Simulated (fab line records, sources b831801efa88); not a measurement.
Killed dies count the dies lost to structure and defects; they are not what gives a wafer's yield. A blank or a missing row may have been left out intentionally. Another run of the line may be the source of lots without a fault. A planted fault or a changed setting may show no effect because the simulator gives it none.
Problem report, 8D (eight disciplines) form, completed by code :: flow gf180mcu :: the parts of the form that need people (team, actions taken, sign-off) are left out

## 1. PROBLEM STATEMENT
At GF_NWELL_DEVELOP_06, developer-temp-C averages 22.03 C over 9 wafers from 3 lots, while fault-free wafers read 22.96 C, standard deviation 0.097. Relative to the usual mean, that is a shift of -9.5 standard deviations.
The step: develop time 60 s.
First observed at day 6 01:00: wafer L800.1, on litho-track-03. The record holds 45 wafers of 15 lots with a number at this step. By rule, "out" or "out of limits" means more than 4 standard deviations away from the usual mean. The rest of the wafers with a number are treated as sound.

## 2. WHAT IT IS; WHAT IT IS NOT
question: which readings at this step
is: developer-temp-C
is not: -

question: which lots
is: L800, L803, L804
is not: L788, L789, L790, L791, L792, L793, L794, L796, L805, L808, L809, L811

question: which wafers of those lots
is: all that have a number
is not: -

question: read on which tools
is: litho-track-03
is not: litho-track-01, litho-track-04

question: when
is: from day 6 01:00
is not: up to then (24 sound wafers); but 12 sound wafers of L805, L808, L809, L811 came after

## 3. SUSPECTS, AND WHAT RULES EACH OUT
Counting: a tool stays on the suspect list if, at a process step up to the reading, it processed all lots that are out and no sound lot following the first of them.
- litho-track-03 at GF_NWELL_DEVELOP_06 (develop time 60 s): kept. All lots that are out passed through it, beginning with L800 at day 6 01:00, and no sound lot followed; its final sound lot before that point was L796 at day 5 04:00. Its own readings are out on those wafers: developer-temp-C.
The count leaves litho-track-03 at GF_NWELL_DEVELOP_06.

## 4. THE CAUSE (what the simulator had put in)
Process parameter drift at GF_NWELL_DEVELOP_06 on litho-track-03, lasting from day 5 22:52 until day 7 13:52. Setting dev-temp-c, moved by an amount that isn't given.
The count eliminated every tool but this one.

## 5. THE CHAIN OF EFFECTS, in route order
Rows list readings where the struck wafers' mean (over those with a number) sits beyond 3 standard deviations from the usual. Readings are gone through only where the record gives a usual standard deviation; hours: the median, over the lots, of the time from a lot's start at the first step in this table giving one to that lot's start at this step; sigmas: the change measured in usual standard deviations.
hours: 0
step: GF_NWELL_DEVELOP_06
reading: developer-temp-C
usual: 22.96 C
on struck wafers: 22.03
change: -0.93
sigmas: -9.5
The process steps in it:
- GF_NWELL_DEVELOP_06: develop time 60 s.
At these later measuring or inspecting steps, every struck wafer for which the step has a row has a number for every such reading, and none has moved that far: GF_VT_IMPLANT_OVL_MEAS_07, GF_VT_IMPLANT_TW_MEAS_32.

## 6. WHAT WOULD HAVE CAUGHT IT SOONER
In this record no reading fell out of limits until day 6 01:00, 2 hours after the fault had begun at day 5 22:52.
